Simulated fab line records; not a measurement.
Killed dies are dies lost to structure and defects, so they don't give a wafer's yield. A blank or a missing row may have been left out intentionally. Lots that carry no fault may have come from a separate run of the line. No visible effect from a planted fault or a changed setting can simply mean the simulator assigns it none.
Which tool is to blame? + flow gf180mcu + 33 wafers from 11 lots sampled at 6 of the route's 602 steps

== WHAT THE GAUGES SHOWED, per wafer ==
GF_HV_LDD_TW_MEAS_11.
| lot  | measured     | on            | HV_LDD_TW      |
|------|--------------|---------------|----------------|
| L606 | day 10 07:24 | film-metro-02 | 2429 2428 2424 |
| L607 | day 10 10:37 | film-metro-01 | 2382 2404 2382 |
| L610 | day 11 11:29 | film-metro-01 | 2389 2385 2380 |
| L611 | day 11 16:56 | film-metro-02 | 2401 2403 2404 |
| L613 | day 12 12:23 | film-metro-04 | 2418 2423 2401 |
| L616 | day 13 06:38 | film-metro-02 | 2416 2413 2405 |
| L621 | day 14 23:13 | film-metro-01 | 2393 2402 2398 |
| L622 | day 15 13:55 | film-metro-01 | 2409 2407 2401 |
| L626 | day 16 18:24 | film-metro-04 | 2421 2422 2419 |
| L627 | day 16 18:43 | film-metro-01 | 2404 2398 2400 |
| L629 | day 17 15:23 | film-metro-04 | 2425 2423 2414 |

GF_HV_LDD_CD_MEAS_31: the cd target is 400 nm.
| lot  | measured     | on        | cd-nm (nm)        |
|------|--------------|-----------|-------------------|
| L606 | day 11 20:53 | cd-sem-02 | 403.2 405.4 403.9 |
| L607 | day 12 00:43 | cd-sem-02 | 397.0 396.9 397.6 |
| L610 | day 13 02:09 | cd-sem-01 | 397.9 397.5 397.6 |
| L611 | day 13 08:28 | cd-sem-01 | 397.1 398.8 398.0 |
| L613 | day 14 04:47 | cd-sem-01 | 400.5 397.5 400.0 |
| L616 | day 14 23:31 | cd-sem-01 | 402.5 401.1 401.0 |
| L621 | day 16 19:22 | cd-sem-02 | - - -             |
| L622 | day 17 10:59 | cd-sem-01 | 402.0 403.9 400.2 |
| L626 | day 18 18:02 | cd-sem-02 | 402.3 400.2 399.2 |
| L627 | day 18 18:21 | cd-sem-01 | 401.6 400.4 400.0 |
| L629 | day 19 16:31 | cd-sem-01 | 397.9 400.2 399.5 |

GF_HV_LDD_TW_MEAS_38.
| lot  | measured     | on            | HV_LDD_3_TW       |
|------|--------------|---------------|-------------------|
| L606 | day 11 21:44 | film-metro-02 | 1435 1432 1435    |
| L607 | day 12 01:33 | film-metro-04 | 1439 1439 1440    |
| L610 | day 13 03:00 | film-metro-01 | 1436 1433 1441    |
| L611 | day 13 09:19 | film-metro-02 | 1442 1444 1434    |
| L613 | day 14 05:38 | film-metro-02 | 1447 1435 1437    |
| L616 | day 15 00:22 | film-metro-02 | 1428 1421 1430    |
| L621 | day 16 20:13 | film-metro-04 | 30 30 30 30 30 30 |
| L622 | day 17 11:49 | film-metro-04 | 1437 1438 1440    |
| L626 | day 18 18:53 | film-metro-01 | 1424 1430 1432    |
| L627 | day 18 19:11 | film-metro-02 | 1430 1424 1425    |
| L629 | day 19 17:22 | film-metro-02 | 1435 1438 1445    |

== WHICH TOOL RAN EACH LOT (tool, then ch and the chambers of the sampled wafers, then the start) ==
| lot  | GF_VT_IMPLANT_STRIP_42               | GF_HV_LDD_EXPOSE_28                 | GF_HV_LDD_STRIP_37                   |
|------|--------------------------------------|-------------------------------------|--------------------------------------|
| L606 | plasma-asher-01 ch 0,1, day 7 16:31  | iline-stepper-02 ch 0, day 11 11:40 | plasma-asher-04 ch 0, day 11 21:37   |
| L607 | plasma-asher-01 ch 0,1, day 7 20:16  | iline-stepper-01 ch 0, day 11 15:20 | plasma-asher-03 ch 0,1, day 12 01:26 |
| L610 | plasma-asher-04 ch 1, day 8 20:14    | iline-stepper-02 ch 0, day 12 16:07 | plasma-asher-03 ch 0, day 13 02:53   |
| L611 | plasma-asher-03 ch 0,1, day 9 00:37  | iline-stepper-01 ch 0, day 12 22:35 | plasma-asher-04 ch 0,1, day 13 09:13 |
| L613 | plasma-asher-01 ch 0,1, day 9 15:56  | iline-stepper-02 ch 0, day 13 18:43 | plasma-asher-04 ch 0,1, day 14 05:32 |
| L616 | plasma-asher-03 ch 0,1, day 10 10:34 | iline-stepper-01 ch 0, day 14 13:26 | plasma-asher-04 ch 1, day 15 00:16   |
| L621 | plasma-asher-01 ch 0,1, day 11 21:48 | iline-stepper-02 ch 0, day 16 08:03 | plasma-asher-02 ch 0,1, day 16 20:07 |
| L622 | plasma-asher-03 ch 0,1, day 12 05:36 | iline-stepper-02 ch 0, day 16 23:44 | plasma-asher-02 ch 0,1, day 17 11:44 |
| L626 | plasma-asher-03 ch 0,1, day 13 09:40 | iline-stepper-02 ch 0, day 18 05:52 | plasma-asher-04 ch 0,1, day 18 18:46 |
| L627 | plasma-asher-03 ch 0,1, day 13 13:48 | iline-stepper-02 ch 0, day 18 06:08 | plasma-asher-02 ch 0,1, day 18 19:06 |
| L629 | plasma-asher-01 ch 0,1, day 14 04:28 | iline-stepper-02 ch 0, day 19 03:34 | plasma-asher-02 ch 0,1, day 19 17:16 |
- GF_VT_IMPLANT_STRIP_42: strips in O2/N2.
- GF_HV_LDD_EXPOSE_28: exposes mask Nplus HV AREA, target cd 400 nm.
- GF_HV_LDD_STRIP_37: strips in O2/N2.

== AS READ BY THE TOOLS THEMSELVES (means over the sampled wafers that have a number; for cases with no such wafer, the mark the record gives instead) ==
GF_VT_IMPLANT_STRIP_42.
| lot  | tool            | chamber-pressure-mTorr (mTorr) | drypump-motor-current-A (A) | heater-power-w (W) | n2-flow-sccm (sccm) | o2-flow-sccm (sccm) | oes-product-au (a.u.) | strip-time-to-endpoint-s (s) |
|------|-----------------|--------------------------------|-----------------------------|--------------------|---------------------|---------------------|-----------------------|------------------------------|
| L606 | plasma-asher-01 | 1498.7                         | 5.7                         | 323                | 300.5               | 3001                | 0.716                 | 12.64                        |
| L607 | plasma-asher-01 | 1499.3                         | 5.7                         | 340                | 301.3               | 2993                | 0.717                 | 12.64                        |
| L610 | plasma-asher-04 | 1499.3                         | 6.2                         | 321                | 300.3               | 2998                | 0.715                 | 12.60                        |
| L611 | plasma-asher-03 | 1500.3                         | 5.4                         | 306                | 299.8               | 3006                | 0.721                 | 12.61                        |
| L613 | plasma-asher-01 | 1499.9                         | 5.7                         | 339                | 299.4               | 2988                | 0.715                 | 12.59                        |
| L616 | plasma-asher-03 | 1499.2                         | 5.3                         | 307                | 299.3               | 2995                | 0.717                 | 12.66                        |
| L621 | plasma-asher-01 | 1500.2                         | 5.7                         | 317                | 299.8               | 2995                | 0.718                 | 12.61                        |
| L622 | plasma-asher-03 | 1500.4                         | 5.4                         | 303                | 299.1               | 2997                | 0.720                 | 12.69                        |
| L626 | plasma-asher-03 | 1500.6                         | 5.3                         | 306                | 299.0               | 2998                | 0.718                 | 12.61                        |
| L627 | plasma-asher-03 | 1498.9                         | 5.4                         | 308                | 300.3               | 3005                | 0.717                 | 12.66                        |
| L629 | plasma-asher-01 | 1500.5                         | 5.6                         | 321                | 299.9               | 2999                | 0.712                 | 12.64                        |

GF_HV_LDD_STRIP_37.
| lot  | tool            | chamber-pressure-mTorr (mTorr) | drypump-motor-current-A (A) | heater-power-w (W) | n2-flow-sccm (sccm) | o2-flow-sccm (sccm) | oes-product-au (a.u.) | strip-time-to-endpoint-s (s) |
|------|-----------------|--------------------------------|-----------------------------|--------------------|---------------------|---------------------|-----------------------|------------------------------|
| L606 | plasma-asher-04 | 1501.0                         | 5.3                         | 352                | 299.4               | 3002                | 0.712                 | 12.699                       |
| L607 | plasma-asher-03 | 1499.0                         | 5.4                         | 304                | 300.1               | 3010                | 0.711                 | 12.661                       |
| L610 | plasma-asher-03 | 1499.2                         | 5.1                         | 312                | 299.4               | 3002                | 0.715                 | 12.676                       |
| L611 | plasma-asher-04 | 1500.4                         | 5.6                         | 342                | 299.3               | 2996                | 0.719                 | 12.648                       |
| L613 | plasma-asher-04 | 1501.7                         | 5.6                         | 349                | 300.0               | 3002                | 0.713                 | 12.638                       |
| L616 | plasma-asher-04 | 1500.5                         | 6.2                         | 317                | 299.3               | 3008                | 0.718                 | 12.647                       |
| L621 | plasma-asher-02 | 1499.8                         | 5.7                         | 323                | 300.5               | 2997                | 0.718                 | 12.617                       |
| L622 | plasma-asher-02 | 1500.7                         | 5.7                         | 322                | 299.3               | 2994                | 0.715                 | 12.605                       |
| L626 | plasma-asher-04 | 1500.9                         | 5.6                         | 349                | 299.6               | 3001                | 0.720                 | 12.633                       |
| L627 | plasma-asher-02 | 1500.3                         | 5.6                         | 292                | 300.0               | 3010                | 0.715                 | 12.609                       |
| L629 | plasma-asher-02 | 1499.6                         | 5.7                         | 325                | 298.8               | 3007                | 0.719                 | 12.640                       |

== THE ANSWER, worked out from the rows above alone ==
Rule: what is usual is taken from the lots themselves. Put in order of their means at a reading, lots are off if they are a third of the lots or fewer, leave a main group of 4 or more, and stand apart from it by a gap of 3 or more times the standard deviation of the main group's means; of several such gaps the widest counts. A main group is skipped when, at the precision printed for the reading in the tables above, its means are all equal. Also off: a lot with no number at a reading for which 4 or more lots have one. Any other lot the step has rows for is counted as sound. First the gauges in route order, then the tools' own readings, where a lot's mean is used as printed above. The first step at which some lot is off is used, and at that step the reading that is off furthest; a lot without a number counts as furthest.
Off: L621, at GF_HV_LDD_CD_MEAS_31 (cd-nm). Without a number there: L621. The main group has a mean of 400.0 nm with a standard deviation of 2.1.
A tool fits if, at a process step before that reading, it ran every lot that is off, and no sound lot after the first of them. Not tried: the gauges at GF_HV_LDD_CD_MEAS_31; whatever is off there is also off at GF_HV_LDD_TW_MEAS_38, on other tools, and gauge error can't account for it. Not one of the candidates tried fits.

== WHAT THE SIMULATOR HAD PUT IN ==
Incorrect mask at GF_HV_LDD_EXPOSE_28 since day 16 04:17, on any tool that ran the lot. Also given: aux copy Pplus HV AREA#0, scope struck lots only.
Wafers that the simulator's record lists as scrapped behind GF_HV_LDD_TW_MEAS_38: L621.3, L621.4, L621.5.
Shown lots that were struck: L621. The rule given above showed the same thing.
